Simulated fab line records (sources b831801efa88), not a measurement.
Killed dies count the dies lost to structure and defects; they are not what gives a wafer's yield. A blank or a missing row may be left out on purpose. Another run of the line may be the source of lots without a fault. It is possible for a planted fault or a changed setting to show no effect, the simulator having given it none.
Which of the tools did it? -- flow sky130 -- 13 lots with 39 wafers sampled at 6 steps, on a route of 708 steps

WHAT THE GAUGES SHOWED, per wafer
SKY_FIELD_ISO_THK_MEAS_02.
lot,measured,on,FIELD_ISO_OXIDATION_00_THK (nm)
L159,day 1 17:34,film-metro-03,12.32 12.26 12.07
L162,day 2 07:38,film-metro-02,12.33 12.65 12.54
L163,day 2 13:14,film-metro-01,12.21 12.42 12.40
L164,day 2 18:42,film-metro-01,12.16 12.24 12.28
L165,day 3 00:02,film-metro-03,12.26 12.48 12.22
L166,day 3 08:09,film-metro-03,12.08 12.37 12.54
L167,day 3 11:05,film-metro-02,12.43 12.30 12.28
L169,day 3 19:13,film-metro-02,12.35 12.50 12.12
L170,day 4 00:29,film-metro-01,12.40 12.36 12.24
L172,day 4 10:41,film-metro-01,12.07 12.01 12.08
L173,day 4 14:38,film-metro-01,11.71 11.79 11.80
L180,day 6 02:37,film-metro-01,12.51 12.26 12.52
L181,day 6 07:30,film-metro-01,12.29 12.34 12.20

SKY_PWDE_TW_MEAS_10.
lot,measured,on,PWDE_TW
L159,day 3 23:21,film-metro-04,376.7 376.7 373.0
L162,day 5 04:39,film-metro-04,377.2 376.4 375.6
L163,day 5 06:47,film-metro-01,373.8 374.2 374.7
L164,day 5 09:20,film-metro-02,371.1 371.9 371.4
L165,day 5 13:53,film-metro-01,375.0 374.0 374.6
L166,day 5 20:26,film-metro-01,373.7 374.5 375.9
L167,day 6 05:20,film-metro-01,374.3 374.7 376.1
L169,day 6 08:04,film-metro-01,373.4 374.4 373.0
L170,day 6 17:24,film-metro-04,375.9 376.4 376.1
L172,day 7 05:38,film-metro-01,373.0 373.4 373.8
L173,day 7 11:20,film-metro-02,372.1 373.3 371.5
L180,day 9 04:16,film-metro-04,373.2 373.4 376.8
L181,day 9 07:51,film-metro-01,372.6 375.7 373.6

SKY_VT_ADJUST_LVTN_OVL_MEAS_07.
lot,measured,on,VT_ADJUST_LVTN_OVL (nm)
L159,day 7 02:16,overlay-02,2.6 2.5 1.1
L162,day 8 10:46,overlay-02,-0.5 1.7 0.5
L163,day 8 15:03,overlay-01,0.6 -1.7 1.6
L164,day 8 16:38,overlay-02,-0.1 -0.5 -0.9
L165,day 8 23:55,overlay-01,-1.3 -0.1 0.0
L166,day 9 05:09,overlay-02,1.4 1.4 -0.7
L167,day 9 16:38,overlay-01,-1.7 1.0 -1.3
L169,day 9 20:23,overlay-01,0.4 1.0 -0.2
L170,day 10 08:21,overlay-01,2.4 -0.4 1.1
L172,day 10 22:47,overlay-02,0.4 -0.2 0.3
L173,day 11 03:48,overlay-01,-0.2 0.8 2.4
L180,day 13 04:06,overlay-02,-1.9 -0.8 -1.7
L181,day 13 07:40,overlay-02,-0.9 -0.5 2.2

SKY_VT_ADJUST_LVTN_TW_MEAS_21.
lot,measured,on,VT_ADJUST_LVTN_2_TW
L159,day 7 23:00,film-metro-03,188.8 188.2 188.3
L162,day 9 08:17,film-metro-04,189.2 188.6 189.2
L163,day 9 13:20,film-metro-03,188.9 189.4 189.6
L164,day 9 15:20,film-metro-04,188.1 187.5 188.3
L165,day 9 22:32,film-metro-01,187.8 188.8 188.6
L166,day 10 04:41,film-metro-03,189.8 190.1 189.3
L167,day 10 15:41,film-metro-04,191.1 191.0 191.9
L169,day 10 19:43,film-metro-03,30.3 30.1 30.1
L170,day 11 08:07,film-metro-01,188.7 187.7 188.5
L172,day 11 22:20,film-metro-04,190.4 189.9 188.6
L173,day 12 04:00,film-metro-03,191.1 189.6 190.8
L180,day 14 04:57,film-metro-03,188.8 189.4 189.7
L181,day 14 09:28,film-metro-03,188.9 189.1 189.3

EACH LOT AND THE TOOL THAT RAN IT (in order: tool; ch and the chambers of the sampled wafers; start)
lot,SKY_VT_ADJUST_LVTN_STRIP_09,SKY_VT_ADJUST_LVTN_STRIP_20
L159,"plasma-asher-01 ch 0,1, day 7 02:28","plasma-asher-02 ch 0,1, day 7 22:55"
L162,"plasma-asher-02 ch 0,1, day 8 10:56","plasma-asher-02 ch 0,1, day 9 08:11"
L163,"plasma-asher-01 ch 0,1, day 8 15:14","plasma-asher-04 ch 0,1, day 9 13:14"
L164,"plasma-asher-04 ch 0,1, day 8 16:50","plasma-asher-02 ch 0,1, day 9 15:14"
L165,"plasma-asher-04 ch 0, day 9 00:05","plasma-asher-02 ch 0,1, day 9 22:26"
L166,"plasma-asher-02 ch 0,1, day 9 05:20","plasma-asher-04 ch 0,1, day 10 04:35"
L167,"plasma-asher-01 ch 0, day 9 16:50","plasma-asher-04 ch 0,1, day 10 15:35"
L169,"plasma-asher-01 ch 0,1, day 9 20:35","plasma-asher-02 ch 0,1, day 10 19:38"
L170,"plasma-asher-04 ch 0,1, day 10 08:34","plasma-asher-01 ch 0,1, day 11 08:01"
L172,"plasma-asher-02 ch 0,1, day 10 22:59","plasma-asher-02 ch 0,1, day 11 22:14"
L173,"plasma-asher-04 ch 0,1, day 11 03:59","plasma-asher-04 ch 0,1, day 12 03:53"
L180,"plasma-asher-04 ch 0,1, day 13 04:19","plasma-asher-02 ch 0,1, day 14 04:52"
L181,"plasma-asher-02 ch 0,1, day 13 07:52","plasma-asher-02 ch 0,1, day 14 09:23"
- SKY_VT_ADJUST_LVTN_STRIP_09: strips in O2/N2.
- SKY_VT_ADJUST_LVTN_STRIP_20: strips in O2/N2.

AS READ BY THE TOOLS THEMSELVES (means over the sampled wafers that have a number; for cases with no such wafer, the mark the record gives instead)
SKY_VT_ADJUST_LVTN_STRIP_09.
lot,tool,chamber-pressure-mTorr (mTorr),drypump-motor-current-A (A),oes-product-au (a.u.),strip-time-to-endpoint-s (s)
L159,plasma-asher-01,1499.9,5.3,0.718,36.97
L162,plasma-asher-02,1500.5,6.0,0.720,37.00
L163,plasma-asher-01,1500.2,5.4,0.722,36.99
L164,plasma-asher-04,1500.2,5.5,0.722,36.90
L165,plasma-asher-04,1500.4,5.3,0.720,36.82
L166,plasma-asher-02,1500.9,6.1,0.721,37.00
L167,plasma-asher-01,1498.6,5.5,0.717,36.90
L169,plasma-asher-01,1499.4,5.4,0.916,-
L170,plasma-asher-04,1500.0,5.5,0.718,36.90
L172,plasma-asher-02,1499.8,6.0,0.724,37.00
L173,plasma-asher-04,1499.3,5.4,0.723,36.99
L180,plasma-asher-04,1499.5,5.5,0.722,37.10
L181,plasma-asher-02,1499.9,6.1,0.724,37.07

SKY_VT_ADJUST_LVTN_STRIP_20.
lot,tool,chamber-pressure-mTorr (mTorr),drypump-motor-current-A (A),oes-product-au (a.u.),strip-time-to-endpoint-s (s)
L159,plasma-asher-02,1500.0,6.1,0.716,14.13
L162,plasma-asher-02,1499.7,6.0,0.710,14.09
L163,plasma-asher-04,1499.5,5.5,0.713,14.21
L164,plasma-asher-02,1499.3,6.0,0.714,14.18
L165,plasma-asher-02,1501.5,6.1,0.713,14.17
L166,plasma-asher-04,1500.5,5.5,0.719,14.14
L167,plasma-asher-04,1501.6,5.5,0.711,14.06
L169,plasma-asher-02,1498.9,6.1,0.721,42.77
L170,plasma-asher-01,1499.8,5.3,0.715,14.20
L172,plasma-asher-02,1500.1,6.0,0.719,14.14
L173,plasma-asher-04,1501.6,5.4,0.716,14.23
L180,plasma-asher-02,1499.3,6.0,0.716,14.22
L181,plasma-asher-02,1500.5,6.1,0.717,14.23

THE ANSWER, worked out from the rows above alone
Rule: what is usual is taken from the lots themselves. Put in order of their means at a reading, lots are off if they are a third of the lots or fewer, leave a main group of 4 or more, and stand apart from it by a gap of 3 or more times the standard deviation of the main group's means; of several such gaps the widest counts. A main group whose means are all the same, to the digits that the tables above print for the reading, isn't used. Also off: a lot with no number at a reading for which 4 or more lots have one. All remaining lots with rows at the step are treated as sound. First the gauges in route order, then the tools' own readings, where a lot's mean is used as printed above. At the first step where some lot is off, the reading lying furthest off is the one used; lots without a number count as furthest.
Off: at SKY_VT_ADJUST_LVTN_TW_MEAS_21 (VT_ADJUST_LVTN_2_TW), L169. The main group has a mean of 189.2 with a standard deviation of 0.93.
A tool fits if, at a process step before that reading, it ran every lot that is off, and no sound lot after the first of them. Not tried: the gauges at SKY_VT_ADJUST_LVTN_TW_MEAS_21; whatever is off there is also off at SKY_VT_ADJUST_LVTN_STRIP_09, on other tools, and gauge error can't account for it. One candidate fits, namely plasma-asher-01 at SKY_VT_ADJUST_LVTN_STRIP_09. Its last sound lot is L167 (day 9 16:50), its first lot that is off L169 (day 9 20:35): a fault that began between those two fits.
On the lots that are off, the tool's own readings at SKY_VT_ADJUST_LVTN_STRIP_09 differ by more than 5 times the standard deviation of the sound lots' means, which bears it out; oes-product-au reads 0.916 a.u. there versus 0.721 a.u. on the sound lots.
Blank at SKY_VT_ADJUST_LVTN_STRIP_09 on the lots that are off, where sound lots have numbers: strip-time-to-endpoint-s.

WHAT THE SIMULATOR HAD PUT IN
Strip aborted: plasma-asher-01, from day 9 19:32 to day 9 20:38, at SKY_VT_ADJUST_LVTN_STRIP_09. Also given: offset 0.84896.
Struck lots among those shown: L169. The same result came from the rule above.
